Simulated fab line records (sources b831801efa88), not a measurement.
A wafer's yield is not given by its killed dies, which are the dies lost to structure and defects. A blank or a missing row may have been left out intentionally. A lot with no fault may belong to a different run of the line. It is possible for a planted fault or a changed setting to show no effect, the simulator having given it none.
Which tool did it?    flow gf180mcu    30 wafers from 10 lots sampled at 3 of the route's 602 steps

## WHAT THE GAUGES SHOWED, per wafer
GF_DUAL_GATE_THK_MEAS_03. Usual: DUAL_GATE_OXIDATION_00_THK 10.87 nm, standard deviation 0.23.
lot   measured      on             DUAL_GATE_OXIDATION_00_THK (nm)  flag
L354  day 8 00:52   film metro-04  10.95 10.84 11.09                
L355  day 8 07:39   film metro-03  10.58 10.78 10.55                
L357  day 8 20:55   film metro-03  10.52 10.48 10.66                
L358  day 8 23:15   film metro-04  10.69 10.67 10.75                
L359  day 9 09:41   film metro-01  21.82 21.72 21.68                OFF
L362  day 10 03:14  film metro-01  21.71 21.65 21.56                OFF
L372  day 12 21:29  film metro-03  10.96 10.94 10.89                
L373  day 13 04:25  film metro-03  11.23 11.25 11.27                
L374  day 13 14:26  film metro-04  11.28 11.31 11.41                
L376  day 14 02:32  film metro-04  11.12 10.95 11.05                

## EACH LOT AND THE TOOL THAT RAN IT (in order: tool; ch and the chambers of the sampled wafers; start)
lot   GF_VT_IMPLANT_STRIP_09                GF_DUAL_GATE_OXIDATION_02
L354  plasma asher-01 ch 0,1, day 5 22:40   furnace-02 ch 0, day 7 23:23
L355  plasma asher-03 ch 0,1, day 6 06:26   furnace-01 ch 0, day 8 06:12
L357  plasma asher-04 ch 0,1, day 6 16:16   furnace-02 ch 0, day 8 19:27
L358  plasma asher-01 ch 0,1, day 6 20:37   furnace-02 ch 0, day 8 21:48
L359  plasma asher-03 ch 0,1, day 7 04:50   furnace-02 ch 0, day 9 08:15
L362  plasma asher-01 ch 0,1, day 7 21:49   furnace-02 ch 0, day 10 01:47
L372  plasma asher-04 ch 0,1, day 10 11:40  furnace-02 ch 0, day 12 20:02
L373  plasma asher-03 ch 1, day 10 17:01    furnace-01 ch 0, day 13 02:58
L374  plasma asher-03 ch 0, day 11 01:01    furnace-01 ch 0, day 13 12:59
L376  plasma asher-03 ch 0,1, day 11 12:32  furnace-02 ch 0, day 14 01:04
- GF_VT_IMPLANT_STRIP_09: strips in O2/N2.
- GF_DUAL_GATE_OXIDATION_02: stabilise 600 s, purge 300 s, target thk 10.887 nm.

## WHAT THE TOOLS THEMSELVES READ (means of the sampled wafers that have a number; where no wafer has one, the mark that the record gives instead)
GF_VT_IMPLANT_STRIP_09. Usual: drypump motor current A 5.5 A, standard deviation 0.49; heater power w 351 W, standard deviation 23; oes product au 0.716 a.u., standard deviation 0.0048; strip time to endpoint s 12.62 s, standard deviation 0.038.
lot   tool             drypump motor current A (A)  heater power w (W)  oes product au (a.u.)  strip time to endpoint s (s)  flag
L354  plasma asher-01  5.3                          350                 0.716                  12.60                         
L355  plasma asher-03  5.2                          351                 0.718                  12.67                         
L357  plasma asher-04  6.1                          341                 0.713                  12.61                         
L358  plasma asher-01  5.3                          370                 0.717                  12.66                         
L359  plasma asher-03  5.2                          363                 0.718                  12.59                         
L362  plasma asher-01  5.3                          348                 0.716                  12.66                         
L372  plasma asher-04  6.3                          351                 0.709                  12.56                         
L373  plasma asher-03  5.2                          367                 0.713                  12.66                         
L374  plasma asher-03  5.2                          329                 0.718                  12.59                         
L376  plasma asher-03  5.2                          346                 0.720                  12.66                         

GF_DUAL_GATE_OXIDATION_02. Usual: spike tc bottom C 921 C, standard deviation 3; spike tc centre C 901.0 C, standard deviation 1.1; spike tc lower C 901.5 C, standard deviation 0.98; spike tc top C 907.7 C, standard deviation 1.1; spike tc upper C 900.2 C, standard deviation 1.5; tube center temp C 900.00 C, standard deviation 0.091; tube_center_temp_C_max 902.3, standard deviation 0.38; zone power bottom pct 26.8 %, standard deviation 1; zone power centre pct 19.8 %, standard deviation 0.51; zone power top pct 34.2 %, standard deviation 0.93; zone power upper pct 17.0 %, standard deviation 0.4.
lot   tool        spike tc bottom C (C)  spike tc centre C (C)  spike tc lower C (C)  spike tc top C (C)  spike tc upper C (C)  tube center temp C (C)  tube_center_temp_C_max  zone power bottom pct (%)  zone power centre pct (%)  zone power top pct (%)  zone power upper pct (%)  flag
L354  furnace-02  919                    901.6                  901.0                 907.4               901.7                 900.00                  902.2                   27.7                       19.3                       34.9                    17.5                      
L355  furnace-01  924                    902.1                  902.4                 906.4               899.8                 899.98                  902.4                   25.7                       20.3                       33.3                    16.6                      
L357  furnace-02  918                    901.2                  901.5                 909.2               901.4                 900.02                  902.3                   27.7                       19.2                       35.4                    17.4                      
L358  furnace-02  919                    900.2                  900.6                 908.9               901.5                 900.02                  902.6                   27.9                       19.4                       35.4                    17.3                      
L359  furnace-02  984                    965.3                  966.1                 972.4               965.4                 964.84                  966.9                   32.4                       22.5                       39.0                    20.3                      OFF
L362  furnace-02  984                    964.8                  965.6                 972.8               967.2                 964.73                  967.0                   32.4                       22.6                       39.3                    20.3                      OFF
L372  furnace-02  918                    900.0                  901.1                 907.8               901.9                 900.00                  902.3                   27.9                       19.4                       35.3                    17.1                      
L373  furnace-01  924                    901.9                  901.1                 908.1               898.6                 900.05                  902.4                   25.7                       20.2                       32.9                    16.6                      
L374  furnace-01  924                    901.5                  902.6                 907.2               899.5                 900.07                  902.7                   25.7                       20.5                       33.2                    16.7                      
L376  furnace-02  918                    900.2                  900.7                 909.4               901.4                 900.07                  902.4                   27.8                       19.4                       34.9                    17.4                      

## THE ANSWER, worked out from the rows above alone
Rule: take the mean of a lot's wafers that have a number; if it is more than 3 standard deviations from the usual mean, the lot is off. A lot without any number at a reading at which 4 lots or more have one is off too. Where the step has rows for the other lots, those lots are counted as sound. Order of review: gauges by route order, followed by the tools' own readings, for which a lot's mean as printed above is used. At the first step where some lot is off, the reading lying furthest off is the one used; lots without a number count as furthest.
Off: L359, L362, at GF_DUAL_GATE_THK_MEAS_03 (DUAL_GATE_OXIDATION_00_THK).
A tool fits if, at a process step before that reading, it ran every lot that is off, and no sound lot after the first of them. The gauges at GF_DUAL_GATE_THK_MEAS_03 aren't tried: what is off there is off at GF_DUAL_GATE_OXIDATION_02 too, on other tools, and a gauge's error can't cause that. None of those tried fits.

## WHAT THE SIMULATOR PUT IN
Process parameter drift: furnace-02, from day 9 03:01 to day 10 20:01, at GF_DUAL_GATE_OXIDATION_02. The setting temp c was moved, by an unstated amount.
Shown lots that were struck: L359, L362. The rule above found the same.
